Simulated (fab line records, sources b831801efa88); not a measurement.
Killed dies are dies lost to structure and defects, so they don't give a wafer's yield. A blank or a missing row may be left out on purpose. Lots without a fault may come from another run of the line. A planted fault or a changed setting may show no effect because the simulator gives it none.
A struck lot beside a sound one | flow sky130 | 15 steps out of a route of 708
Sound: wafers L355.2, L355.3, L355.5. Struck: wafers L368.1, L368.2, L368.4. The cause comes at the end.
At each step with rows: each side's tool, then ch and its chambers, then its first start. Under that, the readings that differ: sound wafers | struck wafers | difference of the means | sigmas: that difference in standard deviations of wafers without a fault.
alike: readings whose means differ by less than 2 such deviations, and words and numbers that are the same on both sides. not compared: withheld readings, readings that some wafer has no value for, bounds like >300 that may hide the same value, and numbers for which the record gives no deviation and whose values overlap.
The two part at a step that has a row with sigmas, a row that says differs or no value, or rows on one side only. Numbers that don't overlap but have no deviation are shown without sigmas and don't part them. A reading that every wafer of one side lacks parts them only if that side has two wafers or more.

first, 7 steps without rows for these wafers: SKY_LDD_N_DEHYDRATE_00 (time 60 s); SKY_LDD_N_HMDS_01 (prime time 60 s); SKY_LDD_N_COAT_02 (resist thk 300 nm); SKY_LDD_N_SOFTBAKE_03 (time 60 s); SKY_LDD_N_EXPOSE_04 (exposes mask NTM, target cd 840 nm); SKY_LDD_N_PEB_05; SKY_LDD_N_DEVELOP_06 (develop time 60 s).
SKY_LDD_N_OVL_MEAS_07:
  sound on overlay-02, day 18 18:19; struck on overlay-02, day 23 16:18
  alike: LDD_N_OVL
then, 4 steps without rows for these wafers: SKY_LDD_N_IMPLANT_08; SKY_LDD_N_IMPLANT_09; SKY_LDD_N_IMPLANT_10; SKY_LDD_N_IMPLANT_11.
SKY_LDD_N_IMPLANT_12:
  sound on implanter-01 ch 0, day 18 18:58; struck on implanter-01 ch 0, day 23 16:56
  reading                   | sound                | struck               | difference | sigmas
  beam_energy_keV           | 49.993 49.996 49.976 | 38.016 37.975 37.988 | -11.995    | -99 or more
  model.implant.rp_nm (nm)  | 32.31 32.31 32.31    | 25 25 25             | -7         |
  model.implant.drp_nm (nm) | 18.83 18.83 18.83    | 15.5 15.5 15.5       | -3.3       |
then, 1 step without rows for these wafers: SKY_LDD_N_IMPLANT_13.
-- the record jumps here: 26 days lie between the struck wafers' starts before and after (it left off in module LDD_N and takes up again in module PAD_OPEN, whose first step shown is number 708 of the route) --
SKY_PAD_OPEN_PROBE_99:
  sound on prober-01, day 46 13:02; struck on prober-02, day 49 11:55
  reading                                | sound                | struck              | difference | sigmas
  model.etest.nfet_01v8_lvt.vt_sat_v (V) | 0.5368 0.5399 0.5448 | 0.495 0.4998 0.5079 | -0.040     |
  alike: killed_at_M0_to_M3, killed_at_M4_up, killed_at_contacts, killed_at_front_end, killed_at_other, killed_dies, killed_open, killed_short

WHERE THEY PART
Only at SKY_LDD_N_IMPLANT_12, within this record. Later steps at which nothing parts them and some readings are alike: SKY_PAD_OPEN_PROBE_99.

WHY: what the simulator had put in
Process parameter drift: implanter-01, from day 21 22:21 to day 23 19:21, at SKY_LDD_N_IMPLANT_12. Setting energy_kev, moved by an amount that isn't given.
